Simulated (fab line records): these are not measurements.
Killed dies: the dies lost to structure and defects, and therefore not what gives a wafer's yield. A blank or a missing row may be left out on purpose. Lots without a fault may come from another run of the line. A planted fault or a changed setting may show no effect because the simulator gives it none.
fab line records | flow gf180mcu
record lots=13 wafers=39 last-day=34
route steps=602 shown SALICIDE@280 CONTACT@304 M1@315
lots that met no fault: taken from a fault-free run of the same line
start-h: start of the lot's first displayed wafer, in hours after the record's first day | wait-h: hours from the lot's prior step to this one | " unchanged from the row above | L1.1+2: a row that stands for several wafers | - either no value or no given start | * or withheld: withheld | < > ~ a bound
route shown NAME@n: a module of which the file shows steps, and the number in the route of the first | usual: average and standard deviation across the fault-free wafers | same: alike in all rows | chamber/n: place in a boat | sites: per-site readings | _std_site: standard deviation across them | _edge_site: outer sites' mean less inner sites' | radius-mm: how far each site lies from the wafer's centre | mask NAME#n: copy n | behind: the tool/chamber that last shaped the wafer | hold: reason for holding the lot/hours on hold/outcome of the hold | device: transistor that didn't switch, given as n, p or np | end of line: tests run on the same wafers once the route is complete | a step with no rows: only its recipe | killed: not the wafer's yield, but the dies lost to structure and defects at the first sort | map: a wafer's dies, x killed, . not, _ none there
set.NAME: setting as actually run; set.NAME@STEP: the setting as run at that earlier step | model.NAME: the simulator's own value behind a step, which no gauge read
a sample of lots followed through the steps of the route, with each step as a table and each wafer as a row
services: from which hour (start-h, from the record's first day; less than 0 if before it) a tool's chamber was out of use, for how many hours, and why
## steps
# step GF_SALICIDE_SPUTTER_02
# recipe material=Co target-thk-nm=10 power-w=1000 time-s=20 chamber-pressure-pa=0.4
# usual throttle-valve-pct=30.1/0.94
# columns lot.wafer tool chamber start-h wait-h throttle-valve-pct
L138.1 pvd-sputter-01 - 341.02 0.0 29.6
L138.3 " - " " 32.0
L138.4 " - " " 29.9
L139.1 pvd-sputter-01 - 347.82 0.0 29.9
L139.3 " - " " 29.7
L139.5 " - " " 29.4
L141.1 pvd-sputter-03 - 369.90 0.0 31.9
L141.5 " - " " 29.7
L141.6 " - " " 29.2
L142.2 pvd-sputter-01 - 374.65 0.0 32.0
L142.3 " - " " 30.3
L142.5 " - " " 29.9
L143.2 pvd-sputter-03 - 379.66 0.0 29.8
L143.3 " - " " 32.1
L143.4 " - " " 29.3
L145.2 pvd-sputter-01 - 402.25 0.0 29.4
L145.4 " - " " 29.9
L145.6 " - " " 29.9
L147.2 pvd-sputter-04 - 417.36 0.0 30.3
L147.4 " - " " 29.4
L147.6 " - " " 30.0
L150.2 pvd-sputter-03 - 441.25 0.0 29.9
L150.4 " - " " 31.8
L150.5 " - " " 31.8
L155.1 pvd-sputter-01 - 482.19 0.0 29.8
L155.2 " - " " 30.0
L155.5 " - " " 29.9
L156.1 pvd-sputter-03 - 492.09 0.0 29.3
L156.2 " - " " 29.7
L156.4 " - " " 31.9
L157.3 pvd-sputter-03 - 501.68 0.0 29.4
L157.4 " - " " 29.4
L157.5 " - " " 29.4
L160.1 pvd-sputter-01 - 527.71 0.0 29.6
L160.2 " - " " 29.6
L160.6 " - " " 29.7
L161.2 pvd-sputter-01 - 538.66 0.0 29.8
L161.4 " - " " 32.1
L161.5 " - " " 31.9
# step GF_SALICIDE_RS_MEAS_04
# recipe thk-meas-gauge=four-point-probe reads=TiN_of_SALICIDE_SPUTTER_03+Co_of_SALICIDE_SPUTTER_02
# usual SALICIDE_TIN_RS=16.5/0.38
# columns lot.wafer tool chamber start-h wait-h SALICIDE_TIN_RS[ohm/sq]
L138.1 film-metro-01 - 341.08 0.0 16.8
L138.3 " - " " 16.2
L138.4 " - " " 16.7
L139.1 film-metro-01 - 347.87 0.0 16.4
L139.3 " - " " 16.6
L139.5 " - " " 16.5
L141.1 film-metro-01 - 369.95 0.0 16.4
L141.5 " - " " 16.6
L141.6 " - " " 16.5
L142.2 film-metro-02 - 374.72 0.0 15.9
L142.3 " - " " 16.1
L142.5 " - " " 16.2
L143.2 film-metro-02 - 379.74 0.0 16.2
L143.3 " - " " 16.5
L143.4 " - " " 16.7
L145.2 film-metro-02 - 402.34 0.1 16.6
L145.4 " - " " 16.8
L145.6 " - " " 16.6
L147.2 film-metro-04 - 417.44 0.0 16.6
L147.4 " - " " 16.5
L147.6 " - " " 16.6
L150.2 film-metro-04 - 441.32 0.0 16.6
L150.4 " - " " 16.8
L150.5 " - " " 16.7
L155.1 film-metro-02 - 482.24 0.0 16.8
L155.2 " - " " 16.8
L155.5 " - " " 16.9
L156.1 film-metro-02 - 492.15 0.0 16.7
L156.2 " - " " 16.6
L156.4 " - " " 16.8
L157.3 film-metro-02 - 501.77 0.1 16.5
L157.4 " - " " 16.4
L157.5 " - " " 16.4
L160.1 film-metro-04 - 527.76 0.0 32.6
L160.2 " - " " 31.9
L160.6 " - " " 31.8
L161.2 film-metro-04 - 538.73 0.0 29.9
L161.4 " - " " 30.5
L161.5 " - " " 30.6
# step GF_CONTACT_ETCH_17
# recipe chemistry=C4F8/O2/Ar mask-material=KrF target=SiO2 stop-on=CoSi2 source-w=1500 bias-w=1200 pressure-mtorr=40 c4f8-flow-sccm=withheld O2_flow_sccm=6 Ar_flow_sccm=300 time-s=withheld target-depth-a=8600
# usual oes-product-au=0.815/0.0044 rf-fwd-power-W=1494/5.1
# columns lot.wafer tool chamber start-h wait-h oes-product-au rf-fwd-power-W
L138.1 rie-diel-01 3 - - 0.815 1497
L138.3 " 2 " " 0.817 1491
L138.4 " 0 " " 0.809 1486
L139.1 rie-diel-01 1 - - 0.813 1495
L139.3 " 3 " " 0.810 1494
L139.5 " 2 " " 0.809 1502
L141.1 rie-diel-01 1 - - 0.815 1488
L141.5 " 2 " " 0.815 1507
L141.6 " 3 " " 0.819 1490
L142.2 rie-diel-03 2 - - 0.810 1481
L142.3 " 3 " " 0.813 1501
L142.5 " 1 " " 0.819 1494
L143.2 rie-diel-01 2 - - 0.818 1494
L143.3 " 0 " " 0.816 1493
L143.4 " 1 " " 0.814 1495
L145.2 rie-diel-01 3 - - 0.811 1494
L145.4 " 0 " " 0.816 1489
L145.6 " 3 " " 0.819 1497
L147.2 rie-diel-01 2 - - 0.809 1502
L147.4 " 1 " " 0.814 1491
L147.6 " 1 " " 0.818 1490
L150.2 rie-diel-03 1 - - 0.817 1494
L150.4 " 2 " " 0.806 1505
L150.5 " 1 " " 0.810 1494
L155.1 rie-diel-02 2 - - 0.820 1485
L155.2 " 3 " " 0.818 1496
L155.5 " 1 " " 0.820 1493
L156.1 rie-diel-01 2 - - 0.811 1497
L156.2 " 1 " " 0.810 1496
L156.4 " 3 " " 0.815 1491
L157.3 rie-diel-02 2 - - 0.814 1493
L157.4 " 0 " " 0.816 1492
L157.5 " 1 " " 0.821 1498
L160.1 rie-diel-02 3 - - 0.818 1498
L160.2 " 0 " " 0.812 1498
L160.6 " 1 " " 0.814 1498
L161.2 rie-diel-01 1 - - 0.822 1484
L161.4 " 3 " " 0.830 1491
L161.5 " 3 " " 0.811 1493
# step GF_CONTACT_STRIP_18
# recipe chemistry=O2/N2 power-w=1400 pressure-mtorr=1500 platen-temp-c=250 o2-flow-sccm=3000 n2-flow-sccm=300 overash-fraction=0.5
# usual drypump-motor-current-A=5.6/0.45 heater-power-w=301/24 oes-product-au=0.580/0.0042
# columns lot.wafer tool chamber start-h wait-h drypump-motor-current-A heater-power-w oes-product-au rf-hours-counter-h
L138.1 plasma-asher-01 1 363.51 - 5.2 338 0.577 72
L138.3 " 1 " " 5.2 334 0.572 -
L138.4 " 0 " " 6.6 305 0.585 -
L139.1 plasma-asher-02 1 370.07 - 5.3 312 0.589 26
L139.3 " 0 " " 5.7 271 0.581 -
L139.5 " 1 " " 5.3 305 0.573 -
L141.1 plasma-asher-01 1 393.02 - 5.3 339 0.578 76
L141.5 " 0 " " 6.6 306 0.573 -
L141.6 " 1 " " 5.3 328 0.581 -
L142.2 plasma-asher-01 1 398.83 - 5.2 336 0.585 76
L142.3 " 1 " " 5.2 330 0.577 -
L142.5 " 0 " " 6.6 306 0.587 -
L143.2 plasma-asher-02 1 403.09 - 5.4 306 0.580 30
L143.3 " 1 " " 5.3 311 0.579 -
L143.4 " 0 " " 5.6 265 0.581 -
L145.2 plasma-asher-02 0 426.84 - 5.7 271 0.573 32
L145.4 " 1 " " 5.4 311 0.576 -
L145.6 " 0 " " 5.7 263 0.577 -
L147.2 plasma-asher-03 0 442.81 - 5.5 291 0.584 69
L147.4 " 0 " " 5.5 298 0.580 -
L147.6 " 1 " " 5.5 304 0.580 -
L150.2 plasma-asher-03 0 466.82 - 5.5 295 0.583 72
L150.4 " 1 " " 5.5 307 0.579 -
L150.5 " 1 " " 5.5 305 0.584 -
L155.1 plasma-asher-01 0 507.42 - 6.6 305 0.587 87
L155.2 " 1 " " 5.2 338 0.583 87
L155.5 " 1 " " 5.3 337 0.579 -
L156.1 plasma-asher-02 1 516.61 - 5.3 304 0.576 42
L156.2 " 0 " " 5.6 267 0.585 42
L156.4 " 0 " " 5.7 266 0.583 -
L157.3 plasma-asher-01 1 526.49 - 5.2 337 0.583 -
L157.4 " 0 " " 6.5 307 0.581 -
L157.5 " 0 " " 6.5 309 0.588 -
L160.1 plasma-asher-02 1 551.47 - 5.4 308 0.569 47
L160.2 " 0 " " 5.7 266 0.577 47
L160.6 " 1 " " 5.3 305 0.583 -
L161.2 plasma-asher-02 0 562.02 - 5.7 270 0.586 48
L161.4 " 0 " " 5.7 261 0.578 -
L161.5 " 1 " " 5.3 306 0.579 -
# step GF_M1_SPUTTER_00
# recipe material=Ti target-thk-nm=37.5 arriving-ion-energy-ev=80 substrate-temp-c=200 chamber-pressure-pa=2 power-w=4000 time-s=150
# usual throttle-valve-pct=29.6/0.9
# columns lot.wafer tool chamber start-h wait-h throttle-valve-pct
L138.1 pvd-sputter-04 - 364.49 0.1 29.9
L138.3 " - " " 30.1
L138.4 " - " " 29.7
L139.1 pvd-sputter-04 - 371.06 0.1 29.5
L139.3 " - " " 30.3
L139.5 " - " " 29.8
L141.1 pvd-sputter-03 - 394.10 0.1 28.9
L141.5 " - " " 30.0
L141.6 " - " " 29.8
L142.2 pvd-sputter-02 - 399.81 0.2 29.9
L142.3 " - " " 28.8
L142.5 " - " " 28.2
L143.2 pvd-sputter-03 - 404.07 0.1 29.6
L143.3 " - " " 30.2
L143.4 " - " " 29.3
L145.2 pvd-sputter-04 - 427.92 0.1 29.5
L145.4 " - " " 30.3
L145.6 " - " " 30.0
L147.2 pvd-sputter-02 - 443.96 0.1 28.9
L147.4 " - " " 28.7
L147.6 " - " " 29.7
L150.2 pvd-sputter-02 - 467.82 0.2 29.6
L150.4 " - " " 28.7
L150.5 " - " " 29.8
L155.1 pvd-sputter-04 - 508.41 0.1 29.5
L155.2 " - " " 30.1
L155.5 " - " " 30.1
L156.1 pvd-sputter-03 - 517.63 0.2 29.8
L156.2 " - " " 29.6
L156.4 " - " " 32.0
L157.3 pvd-sputter-02 - 527.61 0.2 28.4
L157.4 " - " " 29.9
L157.5 " - " " 28.7
L160.1 pvd-sputter-03 - 552.45 0.2 29.9
L160.2 " - " " 29.9
L160.6 " - " " 30.0
L161.2 pvd-sputter-04 - 563.00 0.1 30.3
L161.4 " - " " 30.1
L161.5 " - " " 30.2
## services
# columns tool chamber start-h hours kind
rie-diel-02 2 318.78 1.6 repair
plasma-asher-02 - 326.61 2.8 pm
rie-diel-02 3 341.96 13.0 repair
pvd-sputter-01 - 349.87 6.8 repair
plasma-asher-03 - 350.75 0.9 repair
plasma-asher-03 - 356.29 1.5 repair
rie-diel-03 1 358.61 3.8 repair
pvd-sputter-04 - 361.37 2.1 repair
plasma-asher-03 - 361.43 0.4 repair
pvd-sputter-01 - 370.76 2.1 repair
pvd-sputter-01 - 392.14 8.0 repair
rie-diel-02 - 401.54 0.7 repair
rie-diel-01 1 407.61 14.5 repair
rie-diel-02 - 424.13 14.6 pm
rie-diel-01 2 434.54 7.9 repair
rie-diel-01 1 472.89 5.4 repair
rie-diel-01 0 477.21 4.6 repair
pvd-sputter-02 - 491.67 2.4 repair
pvd-sputter-04 - 493.46 2.8 repair
plasma-asher-01 - 493.56 2.8 pm
rie-diel-02 - 497.00 0.2 repair
rie-diel-01 3 522.89 11.4 repair
rie-diel-01 - 546.33 14.6 pm
pvd-sputter-04 - 554.87 3.7 repair
## key
first-sign step=GF_SALICIDE_RS_MEAS_04 reading=SALICIDE_TIN_RS direction=up sigmas=39 usual=16.5 struck=31.2
effect none on later readings
met-at GF_SALICIDE_SPUTTER_02
struck-lots L160,L161
tester-left-out L160,L161
not-acting-at GF_CONTACT_ETCH_17,GF_CONTACT_STRIP_18,GF_M1_SPUTTER_00
onset-between 482.19 527.71
also-fits time
fault kind=process-parameter-drift tool=pvd-sputter-01 chamber=- onset-h=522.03 steps=GF_SALICIDE_SPUTTER_02 channel=target-thk-nm offset=-4.9066 shape=step end-h=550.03 acts-in=these-recipes-only stated=10
# tester-left-out: of these lots the tester's yield and bins aren't shown, on N5 and GAA mostly nor the transistor test; their killed dies are dies lost to structure and defects alone, not to doping, threshold or leakage, so they don't give the yield
